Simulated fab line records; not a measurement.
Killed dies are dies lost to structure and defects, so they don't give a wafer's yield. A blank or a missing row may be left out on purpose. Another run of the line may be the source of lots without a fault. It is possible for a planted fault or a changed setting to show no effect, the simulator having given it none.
Matching of chambers + flow sky130 + rie diel-03 running SKY_METAL4_ETCH_17: 4 sister chambers
The step etches SiO2 in C4F8/O2/Ar, stops on TiN, time 3.9 s, target depth 15 nm. 24 wafers are shown with their chamber, then 12 later ones without.

EACH WAFER AND ITS CHAMBER
| wafer  | chamber | rf fwd power W (W) | oes product au (a.u.) | chamber pressure mTorr (mTorr) |
|--------|---------|--------------------|-----------------------|--------------------------------|
| L074.1 | 0       | 1481               | 0.756                 | 39.96                          |
| L074.2 | 2       | 1459               | 0.761                 | 40.01                          |
| L074.4 | 1       | 1465               | 0.757                 | 39.99                          |
| L075.2 | 0       | 1479               | 0.746                 | 40.02                          |
| L075.3 | 2       | 1457               | 0.757                 | 39.93                          |
| L075.4 | 3       | 1455               | 0.758                 | 40.03                          |
| L080.4 | 3       | 1461               | 0.755                 | 40.04                          |
| L080.5 | 2       | 1460               | 0.766                 | 39.97                          |
| L080.6 | 1       | 1467               | 0.763                 | 40.11                          |
| L082.4 | 3       | 1458               | 0.750                 | 39.96                          |
| L082.5 | 0       | 1477               | 0.754                 | 40.03                          |
| L082.6 | 1       | 1462               | 0.766                 | 39.93                          |
| L085.3 | 3       | 1465               | 0.751                 | 39.99                          |
| L085.4 | 0       | 1475               | 0.755                 | 40.03                          |
| L085.6 | 3       | 1459               | 0.763                 | 40.09                          |
| L087.2 | 3       | 1465               | 0.754                 | 40.03                          |
| L087.3 | 0       | 1482               | 0.749                 | 40.06                          |
| L087.6 | 1       | 1464               | 0.762                 | 40.01                          |
| L090.2 | 2       | 1464               | 0.745                 | 40.04                          |
| L090.4 | 0       | 1464               | 0.756                 | 40.01                          |
| L090.5 | 1       | 1461               | 0.751                 | 39.99                          |
| L092.1 | 1       | 1454               | 0.749                 | 40.03                          |
| L092.3 | 3       | 1464               | 0.733                 | 39.99                          |
| L092.4 | 2       | 1461               | 0.746                 | 39.99                          |

SIGNATURES, as means of the wafers listed above
| reading                | chamber 0 | chamber 1 | chamber 2 | chamber 3 | scatter within a chamber |
|------------------------|-----------|-----------|-----------|-----------|--------------------------|
| rf fwd power W         | 1476.33   | 1462.17   | 1460.20   | 1461.00   | 4.66                     |
| oes product au         | 0.75267   | 0.75800   | 0.75500   | 0.75200   | 0.00775                  |
| chamber pressure mTorr | 40.0183   | 40.0100   | 39.9880   | 40.0186   | 0.0452                   |
Rule: a wafer lies at a distance from a chamber equal to the root of the sum of squares, over the readings, of (its reading less the chamber's mean, divided by the reading's scatter). The wafer belongs to the nearest chamber; if the next one is less than 2 further off, it can't be placed. The scatter: take each reading less its chamber's mean, square it, sum over the shown wafers, divide by the number of wafers less the number of chambers, and take the root.

WAFERS WITH NO CHAMBER GIVEN
| wafer  | rf fwd power W (W) | oes product au (a.u.) | chamber pressure mTorr (mTorr) |
|--------|--------------------|-----------------------|--------------------------------|
| L093.1 | 1482               | 0.749                 | 40.00                          |
| L093.2 | 1460               | 0.747                 | 39.99                          |
| L093.6 | 1467               | 0.761                 | 39.94                          |
| L094.1 | 1457               | 0.744                 | 40.01                          |
| L094.5 | 1480               | 0.760                 | 40.01                          |
| L094.6 | 1460               | 0.754                 | 39.92                          |
| L095.1 | 1467               | 0.747                 | 40.01                          |
| L095.3 | 1464               | 0.750                 | 40.04                          |
| L095.6 | 1461               | 0.753                 | 40.07                          |
| L097.2 | 1458               | 0.750                 | 39.96                          |
| L097.5 | 1469               | 0.758                 | 40.00                          |
| L097.6 | 1460               | 0.760                 | 40.03                          |

WHICH CHAMBER EACH WENT THROUGH
| wafer  | from the rows above               | in truth |
|--------|-----------------------------------|----------|
| L093.1 | 0                                 | 0        |
| L093.2 | can't be placed: 3 or 2 or 1      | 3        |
| L093.6 | can't be placed: 1 or 2 or 3 or 0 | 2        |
| L094.1 | can't be placed: 3 or 2 or 1      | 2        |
| L094.5 | 0                                 | 0        |
| L094.6 | can't be placed: 2 or 1 or 3      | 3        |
| L095.1 | can't be placed: 3 or 1 or 2 or 0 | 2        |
| L095.3 | can't be placed: 3 or 1 or 2 or 0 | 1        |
| L095.6 | can't be placed: 3 or 1 or 2      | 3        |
| L097.2 | can't be placed: 2 or 3 or 1      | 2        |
| L097.5 | can't be placed: 1 or 0 or 3 or 2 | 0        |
| L097.6 | can't be placed: 1 or 3 or 2      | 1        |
Correctly placed: 2 of 12. From these rows, 10 cannot be placed; in 10 the true chamber is one of the candidates. Placed wrongly: 0.
